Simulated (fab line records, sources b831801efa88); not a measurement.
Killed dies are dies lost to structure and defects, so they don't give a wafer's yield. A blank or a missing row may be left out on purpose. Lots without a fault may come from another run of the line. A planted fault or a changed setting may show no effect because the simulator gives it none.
fab line records | flow sky130
record lots=13 wafers=39 last_day=50
route steps=708 shown VT_ADJUST_NCORE@127 VT_ADJUST_PCH@153 SONOS_ONO@185 GATE_OXIDE@200 PAD_OPEN@708
lots that met no fault: from a run of the same line without faults
start_h: hours from the record's first day to the start of the lot's first wafer shown | wait_h: hours since the lot's step before | " the same as in the row above | L1.1+2: a row that stands for several wafers | - no value, or no start given | * or withheld: withheld | < > ~ a bound
route shown NAME@n: a module of which the file shows steps, and the number in the route of the first | usual: mean/standard deviation of fault-free wafers | same: alike in all rows | chamber/n: place in a boat | sites: the reading at each site | _std_site: their standard deviation | _edge_site: outer sites' mean less inner sites' | radius_mm: how far each site lies from the wafer's centre | mask NAME#n: copy n | behind: the tool/chamber that last shaped the wafer | hold: why the lot was held/for how many hours/how that ended | device: the transistor (n, p or np) that didn't switch | end of line: the same wafers' tests at the end of the route | a step without rows: its recipe alone | killed: dies lost to structure and defects at the first sort, not the wafer's yield | map: a wafer's dies, x killed, . not, _ none there
set.NAME: the setting as run; set.NAME@STEP: as run at that earlier step | model.NAME: the simulator's own value behind a step, which no gauge read
steps of the route over a sample of lots; a table a step, a row a wafer
services: from which hour (start_h, from the record's first day; less than 0 if before it) a tool's chamber was out of use, for how many hours, and why
## steps
# step SKY_VT_ADJUST_NCORE_OVL_MEAS_08
# usual VT_ADJUST_NCORE_OVL=0.7/1.3
# columns lot.wafer tool chamber start_h wait_h VT_ADJUST_NCORE_OVL[nm]
L736.1 overlay-02 - 183.46 0.1 -1.1
L736.2 " - " " 1.1
L736.6 " - " " -0.4
L738.1 overlay-01 - 195.66 0.1 1.3
L738.3 " - " " 1.6
L738.4 " - " " 1.7
L739.1 overlay-02 - 205.34 0.1 1.7
L739.2 " - " " 1.3
L739.6 " - " " 1.9
L740.4 overlay-02 - 214.97 0.1 0.7
L740.5 " - " " 1.6
L740.6 " - " " 1.2
L741.1 overlay-01 - 218.24 0.1 1.3
L741.3 " - " " -0.8
L741.6 " - " " 0.5
L742.2 overlay-01 - 228.36 0.1 0.3
L742.5 " - " " 0.1
L742.6 " - " " -0.2
L743.2 overlay-02 - 233.41 0.1 0.6
L743.3 " - " " 1.2
L743.4 " - " " 1.4
L744.1 overlay-02 - 237.56 0.1 0.5
L744.2 " - " " 0.2
L744.5 " - " " 0.2
L745.1 overlay-01 - 250.79 0.1 1.7
L745.2 " - " " 1.9
L745.5 " - " " 0.2
L748.1 overlay-02 - 269.86 0.1 3.8
L748.4 " - " " 2.8
L748.6 " - " " 2.4
L749.1 overlay-02 - 286.11 0.1 2.9
L749.2 " - " " 1.8
L749.6 " - " " 2.9
L752.2 overlay-01 - 298.66 0.1 0.8
L752.4 " - " " -0.4
L752.6 " - " " -0.9
L759.1 overlay-01 - 346.05 0.1 1.1
L759.2 " - " " 0.1
L759.6 " - " " -0.9
# step SKY_VT_ADJUST_PCH_TW_MEAS_10
# usual VT_ADJUST_PCH_TW=142.3/0.91
# columns lot.wafer tool chamber start_h wait_h VT_ADJUST_PCH_TW
L736.1 film_metro-01 - 228.34 0.1 141.5
L736.2 " - " " 142.8
L736.6 " - " " 141.5
L738.1 film_metro-03 - 242.06 0.1 141.1
L738.3 " - " " 141.3
L738.4 " - " " 141.4
L739.1 film_metro-03 - 251.67 0.1 141.3
L739.2 " - " " 141.6
L739.6 " - " " 140.7
L740.4 film_metro-04 - 262.38 0.1 142.6
L740.5 " - " " 143.4
L740.6 " - " " 143.2
L741.1 film_metro-01 - 265.70 0.1 141.9
L741.3 " - " " 142.2
L741.6 " - " " 142.4
L742.2 film_metro-01 - 277.37 0.1 142.6
L742.5 " - " " 141.9
L742.6 " - " " 142.1
L743.2 film_metro-04 - 282.22 0.1 142.4
L743.3 " - " " 143.2
L743.4 " - " " 142.3
L744.1 film_metro-03 - 287.52 0.1 140.5
L744.2 " - " " 141.4
L744.5 " - " " 141.3
L745.1 film_metro-01 - 301.56 0.1 142.4
L745.2 " - " " 143.2
L745.5 " - " " 141.5
L748.1 film_metro-04 - 322.22 0.1 143.6
L748.4 " - " " 143.1
L748.6 " - " " 144.3
L749.1 film_metro-01 - 339.72 0.1 142.4
L749.2 " - " " 142.1
L749.6 " - " " 141.3
L752.2 film_metro-04 - 353.66 0.1 143.6
L752.4 " - " " 143.5
L752.6 " - " " 143.3
L759.1 film_metro-01 - 403.06 0.1 142.4
L759.2 " - " " 142.2
L759.6 " - " " 142.7
# step SKY_SONOS_ONO_STRIP_17
# recipe chemistry=O2/N2 power_w=1400 pressure_mtorr=1500 platen_temp_c=withheld o2_flow_sccm=3000 n2_flow_sccm=300 overash_fraction=0.5
# usual drypump_motor_current_A=5.6/0.33 oes_product_au=0.710/0.0047 strip_time_to_endpoint_s=14.11/0.038
# same overash_fraction=0.5
# columns lot.wafer tool chamber start_h wait_h drypump_motor_current_A oes_product_au rf_hours_counter_h strip_time_to_endpoint_s
L736.1 plasma_asher-03 1 281.89 0.0 6.1 0.715 17 14.09
L736.2 " 0 " " 5.7 0.709 17 14.09
L736.6 " 1 " " 6.1 0.711 - 14.09
L738.1 plasma_asher-03 0 300.02 0.0 5.7 0.710 18 14.15
L738.3 " 1 " " 6.1 0.711 - 14.15
L738.4 " 0 " " 5.7 0.707 - 14.11
L739.1 plasma_asher-01 0 307.05 0.0 5.6 0.713 59 14.13
L739.2 " 1 " " 5.2 0.709 59 14.12
L739.6 " 1 " " 5.2 0.709 - 14.11
L740.4 plasma_asher-03 0 320.28 0.0 5.7 0.707 - 14.10
L740.5 " 0 " " 5.7 0.721 - 14.05
L740.6 " 1 " " 6.1 0.705 - 14.13
L741.1 plasma_asher-04 0 323.68 0.0 5.1 0.701 51 14.08
L741.3 " 0 " " 5.1 0.712 - 14.10
L741.6 " 0 " " 5.1 0.714 - 14.10
L742.2 plasma_asher-01 1 334.63 0.0 5.2 0.710 61 14.14
L742.5 " 1 " " 5.2 0.708 - 14.14
L742.6 " 0 " " 5.6 0.708 - 14.12
L743.2 plasma_asher-04 0 340.30 0.0 5.1 0.718 53 14.10
L743.3 " 0 " " 5.1 0.707 - 14.16
L743.4 " 1 " " 5.6 0.711 - 14.09
L744.1 plasma_asher-03 0 345.60 0.0 5.7 0.706 23 14.20
L744.2 " 1 " " 6.1 0.695 23 14.13
L744.5 " 0 " " 5.7 0.706 - 14.18
L745.1 plasma_asher-03 1 359.63 0.0 6.0 0.714 24 14.06
L745.2 " 0 " " 5.7 0.710 24 14.07
L745.5 " 1 " " 6.0 0.711 - 14.06
L748.1 plasma_asher-03 0 385.75 0.0 5.7 0.700 27 14.17
L748.4 " 0 " " 5.7 0.707 - 14.11
L748.6 " 0 " " 5.7 0.708 - 14.19
L749.1 plasma_asher-03 1 403.16 0.0 6.1 0.713 28 14.08
L749.2 " 0 " " 5.7 0.713 28 14.05
L749.6 " 0 " " 5.7 0.713 - 14.06
L752.2 plasma_asher-03 1 416.40 0.0 6.1 0.908 29 -
L752.4 " 0 " " 5.7 0.900 - -
L752.6 " 0 " " 5.7 0.909 - -
L759.1 plasma_asher-01 1 469.26 0.0 5.2 0.709 4 14.09
L759.2 " 0 " " 5.6 0.712 4 14.09
L759.6 " 0 " " 5.6 0.710 - 14.13
# step SKY_GATE_OXIDE_STRIP_13
# recipe chemistry=O2/N2 power_w=1400 pressure_mtorr=1500 platen_temp_c=withheld o2_flow_sccm=3000 n2_flow_sccm=300 overash_fraction=0.5
# usual drypump_motor_current_A=5.6/0.33 oes_product_au=0.716/0.0044 strip_time_to_endpoint_s=14.17/0.035
# same overash_fraction=0.5
# columns lot.wafer tool chamber start_h wait_h drypump_motor_current_A oes_product_au rf_hours_counter_h strip_time_to_endpoint_s
L736.1 plasma_asher-03 1 309.46 0.0 6.1 0.719 19 14.23
L736.2 " 0 " " 5.7 0.716 19 14.24
L736.6 " 1 " " 6.1 0.721 - 14.21
L738.1 plasma_asher-03 1 328.52 0.0 6.1 0.710 21 14.13
L738.3 " 0 " " 5.7 0.714 - 14.17
L738.4 " 1 " " 6.1 0.722 - 14.17
L739.1 plasma_asher-03 0 336.21 0.0 5.7 0.711 22 14.13
L739.2 " 1 " " 6.0 0.707 22 14.15
L739.6 " 0 " " 5.7 0.706 - 14.15
L740.4 plasma_asher-01 1 349.24 0.0 5.2 0.716 - 14.13
L740.5 " 1 " " 5.2 0.720 - 14.17
L740.6 " 0 " " 5.5 0.717 - 14.17
L741.1 plasma_asher-02 0 353.91 0.0 5.1 0.711 66 14.21
L741.3 " 0 " " 5.1 0.718 - 14.21
L741.6 " 1 " " 5.9 0.719 - 14.18
L742.2 plasma_asher-01 0 364.72 0.0 5.6 0.722 64 14.18
L742.5 " 0 " " 5.6 0.717 - 14.15
L742.6 " 1 " " 5.2 0.713 - 14.19
L743.2 plasma_asher-02 1 369.90 0.0 5.9 0.723 67 14.20
L743.3 " 0 " " 5.1 0.714 - 14.18
L743.4 " 1 " " 5.9 0.716 - 14.25
L744.1 plasma_asher-03 0 377.56 0.0 5.7 0.715 26 14.12
L744.2 " 1 " " 6.1 0.719 26 14.14
L744.5 " 1 " " 6.1 0.716 - 14.15
L745.1 plasma_asher-02 0 391.02 0.0 5.1 0.723 69 14.17
L745.2 " 1 " " 5.9 0.710 69 14.20
L745.5 " 0 " " 5.1 0.719 - 14.20
L748.1 plasma_asher-02 0 416.27 0.0 5.1 0.721 72 14.15
L748.4 " 1 " " 5.9 0.720 - 14.13
L748.6 " 0 " " 5.2 0.716 - 14.09
L749.1 plasma_asher-01 0 435.51 0.0 5.6 0.706 0 14.21
L749.2 " 1 " " 5.2 0.713 0 14.18
L749.6 " 1 " " 5.2 0.718 - 14.21
L752.2 plasma_asher-01 1 448.72 0.0 5.2 0.718 2 14.16
L752.4 " 1 " " 5.2 0.725 - 14.14
L752.6 " 1 " " 5.2 0.721 - 14.11
L759.1 plasma_asher-01 0 502.16 0.0 5.6 0.713 7 14.18
L759.2 " 1 " " 5.2 0.717 7 14.21
L759.6 " 0 " " 5.6 0.710 - 14.16
# step SKY_PAD_OPEN_PROBE_99
# usual killed_at_M0_to_M3=44/7.3 killed_at_M4_up=3.3/1.8 killed_at_contacts=24/5.3 killed_at_front_end=16/5 killed_at_other=0.2/0.51 killed_dies=87/10 killed_on_rim=17/3.9 killed_open=47/7.5 killed_short=40/6.3
# same gross_dies=492 killed_at_back_side=0
# columns lot.wafer tool chamber start_h wait_h killed_at_M0_to_M3 killed_at_M4_up killed_at_contacts killed_at_front_end killed_at_other killed_dies killed_on_rim killed_open killed_short
L740.4 prober-02 - 1112.30 0.2 36 7 15 17 0 75 15 48 27
L740.5 prober-02 - 1112.35 0.2 53 4 23 15 1 96 20 52 44
L740.6 prober-02 - 1112.40 0.2 33 4 20 17 0 74 14 41 33
L741.1 prober-01 - 1119.35 0.1 40 2 23 14 0 79 18 47 32
L741.3 prober-01 - 1119.45 0.2 35 2 24 28 0 89 14 47 39
L741.6 prober-01 - 1119.60 0.2 35 3 26 14 1 79 12 32 47
L743.2 prober-02 - 1120.45 0.1 41 1 30 23 1 96 17 57 39
L743.3 prober-02 - 1120.50 0.2 43 7 25 19 0 94 19 54 40
L743.4 prober-02 - 1120.55 0.2 53 2 18 18 0 91 13 58 33
L742.2 prober-01 - 1121.34 0.1 41 4 28 11 1 85 12 47 38
L742.5 prober-01 - 1121.49 0.2 39 3 21 17 0 80 10 43 37
L742.6 prober-01 - 1121.54 0.2 33 3 22 18 0 76 14 44 32
L748.1 prober-02 - 1155.40 0.1 41 3 21 17 0 82 18 39 43
L748.4 prober-02 - 1155.55 0.2 36 2 20 14 0 72 21 39 33
L748.6 prober-02 - 1155.65 0.2 34 3 23 24 0 84 13 49 35
L749.1 prober-01 - 1166.36 0.1 54 1 30 25 0 110 16 64 46
L749.2 prober-01 - 1166.41 0.1 47 0 28 21 0 96 22 56 40
L749.6 prober-01 - 1166.61 0.2 45 5 27 21 0 98 21 54 44
L752.2 prober-02 - 1176.30 0.1 40 3 25 424 0 492 96 38 43
L752.4 prober-02 - 1176.40 0.2 30 5 20 437 0 492 96 39 29
L752.6 prober-02 - 1176.50 0.2 53 4 37 398 0 492 96 58 50
# killed by level:class
L740.4 FIELD_ISO:geometric_particle:open=7 CONTACT:geometric_particle:open=7 VIA1:geometric_particle:open=7 VIA2:geometric_particle:open=7 VIA3:geometric_particle:open=7 METAL1:geometric_particle:short=5 METAL4:geometric_particle:short=4 METAL4:geometric_particle:open=3
L740.5 VIA1:geometric_particle:open=15 METAL2:geometric_particle:short=9 LI_CONTACT:geometric_particle:open=6 VIA1:geometric_particle:short=6 METAL1:geometric_particle:short=5 FIELD_ISO:geometric_particle:open=4 LI_CONTACT:geometric_particle:short=4 LOCAL_INTERCONNECT:geometric_particle:short=4
L740.6 VIA1:geometric_particle:open=10 CONTACT:geometric_particle:open=8 METAL1:geometric_particle:short=5 VIA2:geometric_particle:open=5 FIELD_ISO:geometric_particle:open=4 POLY_GATE:geometric_particle:short=4 VIA1:geometric_particle:short=4 METAL4:geometric_particle:short=4
L741.1 VIA1:geometric_particle:open=11 CONTACT:geometric_particle:open=10 LI_CONTACT:geometric_particle:open=6 VIA3:geometric_particle:open=6 VIA2:geometric_particle:open=5 FIELD_ISO:geometric_particle:short=4 POLY_GATE:geometric_particle:short=4 LI_CONTACT:geometric_particle:short=4
L741.3 VIA1:geometric_particle:open=9 POLY_GATE:geometric_particle:open=7 VIA3:geometric_particle:open=7 CONTACT:geometric_particle:open=7 METAL1:geometric_particle:short=7 CONTACT:geometric_particle:short=6 LI_CONTACT:geometric_particle:open=5 METAL2:geometric_particle:short=5
L741.6 LOCAL_INTERCONNECT:geometric_particle:short=8 VIA1:geometric_particle:short=8 LI_CONTACT:geometric_particle:open=7 VIA1:geometric_particle:open=6 FIELD_ISO:geometric_particle:short=5 CONTACT:geometric_particle:open=5 METAL2:geometric_particle:short=4 VIA2:geometric_particle:open=4
L743.2 CONTACT:geometric_particle:open=13 VIA3:geometric_particle:open=12 VIA1:geometric_particle:open=10 FIELD_ISO:geometric_particle:open=7 VIA1:geometric_particle:short=7 CONTACT:geometric_particle:short=5 FIELD_ISO:geometric_particle:short=4 POLY_GATE:geometric_particle:open=4
L743.3 VIA1:geometric_particle:open=15 LI_CONTACT:geometric_particle:open=8 CONTACT:geometric_particle:open=7 CONTACT:geometric_particle:short=7 FIELD_ISO:geometric_particle:short=5 METAL2:geometric_particle:short=5 VIA3:geometric_particle:open=5 POLY_GATE:geometric_particle:short=4
L743.4 VIA1:geometric_particle:open=15 FIELD_ISO:geometric_particle:open=10 CONTACT:geometric_particle:open=10 VIA3:geometric_particle:open=9 VIA2:geometric_particle:short=6 METAL1:geometric_particle:short=5 METAL2:geometric_particle:short=5 VIA2:geometric_particle:open=5
L742.2 CONTACT:geometric_particle:open=10 VIA2:geometric_particle:open=9 LOCAL_INTERCONNECT:geometric_particle:short=7 VIA3:geometric_particle:open=7 FIELD_ISO:geometric_particle:short=5 VIA1:geometric_particle:open=5 METAL1:geometric_particle:short=4 LI_CONTACT:geometric_particle:short=4
L742.5 VIA1:geometric_particle:open=9 CONTACT:geometric_particle:open=7 VIA3:geometric_particle:open=7 FIELD_ISO:geometric_particle:short=5 VIA2:geometric_particle:open=5 FIELD_ISO:geometric_particle:open=4 LI_CONTACT:geometric_particle:open=4 LOCAL_INTERCONNECT:geometric_particle:short=4
L742.6 CONTACT:geometric_particle:open=9 VIA1:geometric_particle:open=6 FIELD_ISO:geometric_particle:open=5 VIA3:geometric_particle:open=5 LI_CONTACT:geometric_particle:open=4 LOCAL_INTERCONNECT:geometric_particle:short=4 CONTACT:geometric_particle:short=4 METAL2:geometric_particle:short=4
L748.1 VIA1:geometric_particle:open=9 LI_CONTACT:geometric_particle:open=7 METAL2:geometric_particle:short=7 CONTACT:geometric_particle:open=6 VIA2:geometric_particle:open=5 VIA3:geometric_particle:open=5 FIELD_ISO:geometric_particle:short=4 POLY_GATE:geometric_particle:short=4
L748.4 METAL2:geometric_particle:short=8 VIA1:geometric_particle:open=7 POLY_GATE:geometric_particle:open=5 VIA3:geometric_particle:open=5 LI_CONTACT:geometric_particle:open=4 LOCAL_INTERCONNECT:geometric_particle:short=4 CONTACT:geometric_particle:open=4 VIA1:geometric_particle:short=4
L748.6 LI_CONTACT:geometric_particle:open=11 VIA1:geometric_particle:short=7 VIA1:geometric_particle:open=6 FIELD_ISO:geometric_particle:open=5 VIA2:geometric_particle:open=5 POLY_CUT:geometric_particle:open=4 CONTACT:geometric_particle:open=4 VIA3:geometric_particle:short=4
L749.1 CONTACT:geometric_particle:open=13 VIA1:geometric_particle:open=13 VIA2:geometric_particle:open=9 VIA3:geometric_particle:open=9 FIELD_ISO:geometric_particle:open=7 METAL2:geometric_particle:short=7 LI_CONTACT:geometric_particle:open=6 VIA1:geometric_particle:short=5
L749.2 CONTACT:geometric_particle:open=11 LI_CONTACT:geometric_particle:open=10 VIA1:geometric_particle:open=10 METAL2:geometric_particle:short=9 VIA3:geometric_particle:open=8 FIELD_ISO:geometric_particle:short=6 FIELD_ISO:geometric_particle:open=6 VIA2:geometric_particle:open=6
L749.6 LI_CONTACT:geometric_particle:open=9 VIA1:geometric_particle:open=9 CONTACT:geometric_particle:short=7 VIA2:geometric_particle:open=7 FIELD_ISO:geometric_particle:short=6 METAL2:geometric_particle:short=6 VIA3:geometric_particle:open=6 POLY_GATE:geometric_particle:open=5
L752.2 GATE_OXIDE:area_oxidation=411 POLY_GATE:geometric_particle:short=8 VIA3:geometric_particle:short=8 CONTACT:geometric_particle:open=7 VIA2:geometric_particle:open=6 LOCAL_INTERCONNECT:geometric_particle:short=5 LI_CONTACT:geometric_particle:open=5 METAL2:geometric_particle:short=5
L752.4 GATE_OXIDE:area_oxidation=424 CONTACT:geometric_particle:open=9 VIA1:geometric_particle:open=7 VIA3:geometric_particle:open=5 POLY_GATE:geometric_particle:short=4 LI_CONTACT:geometric_particle:open=4 LOCAL_INTERCONNECT:geometric_particle:short=4 METAL1:geometric_particle:short=4
L752.6 GATE_OXIDE:area_oxidation=384 VIA1:geometric_particle:open=12 LI_CONTACT:geometric_particle:open=11 CONTACT:geometric_particle:open=10 CONTACT:geometric_particle:short=9 METAL2:geometric_particle:short=8 VIA3:geometric_particle:open=8 METAL1:geometric_particle:short=6
## services
# columns tool chamber start_h hours kind
plasma_asher-01 - 262.16 1.1 repair
plasma_asher-04 - 370.96 1.8 repair
plasma_asher-03 - 389.07 4.5 repair
plasma_asher-01 - 421.25 9.0 pm
plasma_asher-01 0 421.25 9.0 vent_cycle
plasma_asher-01 1 421.25 9.0 vent_cycle
plasma_asher-01 0 430.25 - clean
plasma_asher-01 1 430.25 - clean
plasma_asher-03 - 501.96 0.7 repair
## key
first_sign step=SKY_SONOS_ONO_STRIP_17 reading=oes_product_au direction=up sigmas=42 usual=0.710 struck=0.906
effect step=SKY_PAD_OPEN_PROBE_99 reading=killed_at_front_end direction=up sigmas=81 usual=16 struck=420
more_kills_born_at SKY_GATE_OXIDE_OXIDATION_01@furnace-01=1219
met_at SKY_SONOS_ONO_STRIP_17
struck_lots L752
later_rows_left_out L752.2,L752.4,L752.6
tester_left_out L752
not_acting_at SKY_VT_ADJUST_NCORE_OVL_MEAS_08,SKY_VT_ADJUST_PCH_TW_MEAS_10,SKY_GATE_OXIDE_STRIP_13
onset_between 403.16 416.40
fault kind=strip_aborted tool=plasma_asher-03 chamber=- onset_h=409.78 steps=SKY_SONOS_ONO_STRIP_17 offset=0.6977 end_h=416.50
# tester_left_out: of these lots the tester's yield and bins aren't shown, on N5 and GAA mostly nor the transistor test; their killed dies are dies lost to structure and defects alone, not to doping, threshold or leakage, so they don't give the yield
# later_rows_left_out: the simulator's readings of these wafers behind a module that went badly wrong aren't trusted and aren't shown, but for the sort
